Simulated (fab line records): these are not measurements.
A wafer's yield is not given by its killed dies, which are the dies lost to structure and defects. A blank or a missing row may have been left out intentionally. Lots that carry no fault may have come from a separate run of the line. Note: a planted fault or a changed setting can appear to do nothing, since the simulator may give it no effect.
Which tool is to blame? :: flow gf180mcu :: Sampling: 6 lots, 18 wafers, 2 of 602 route steps

WHAT EACH GAUGE READ, for each wafer
GF_STI_THK_MEAS_04.
lot: L551
measured: day 1 23:34
on: film-metro-01
STI_CVD_03_THK (nm): 213.4 212.8 211.6

lot: L554
measured: day 2 15:19
on: film-metro-02
STI_CVD_03_THK (nm): 171.5 171.8 171.5

lot: L557
measured: day 3 05:34
on: film-metro-01
STI_CVD_03_THK (nm): 209.8 208.7 208.1

lot: L566
measured: day 5 02:34
on: film-metro-02
STI_CVD_03_THK (nm): 209.6 211.0 208.5

lot: L569
measured: day 5 17:35
on: film-metro-03
STI_CVD_03_THK (nm): 211.6 213.4 211.3

lot: L571
measured: day 6 04:29
on: film-metro-02
STI_CVD_03_THK (nm): 207.9 208.7 210.3

EACH LOT AND THE TOOL THAT RAN IT (in order: tool; ch and the chambers of the sampled wafers; start)
lot: L551
GF_STI_CVD_03: lpcvd-02 ch 0, day 1 21:34

lot: L554
GF_STI_CVD_03: lpcvd-02 ch 1, day 2 13:19

lot: L557
GF_STI_CVD_03: lpcvd-01 ch 1, day 3 03:34

lot: L566
GF_STI_CVD_03: lpcvd-01 ch 0, day 5 00:34

lot: L569
GF_STI_CVD_03: lpcvd-01 ch 0, day 5 15:34

lot: L571
GF_STI_CVD_03: lpcvd-02 ch 1, day 6 02:30
- GF_STI_CVD_03: deposits Si3N4 from DCS/NH3, target thk 207.16 nm, time 3551 s.

THE ANSWER, worked out from the rows above alone
Rule: what is usual is taken from the lots themselves. Put in order of their means at a reading, lots are off if they are a third of the lots or fewer, leave a main group of 4 or more, and stand apart from it by a gap of 3 or more times the standard deviation of the main group's means; of several such gaps the widest counts. A main group is skipped when, at the precision printed for the reading in the tables above, its means are all equal. Also off: a lot with no number at a reading for which 4 or more lots have one. Any other lot the step has rows for is counted as sound.
Off: L554, seen at GF_STI_THK_MEAS_04 (STI_CVD_03_THK). The main group: mean 210.4 nm, standard deviation 1.6.
If a tool, at a process step before that reading, ran all the lots that are off and no sound lot after the first of them, it fits. Gauges at GF_STI_THK_MEAS_04: tried the same way as those tools. None of those tried fits.

WHAT WAS PUT IN BY THE SIMULATOR
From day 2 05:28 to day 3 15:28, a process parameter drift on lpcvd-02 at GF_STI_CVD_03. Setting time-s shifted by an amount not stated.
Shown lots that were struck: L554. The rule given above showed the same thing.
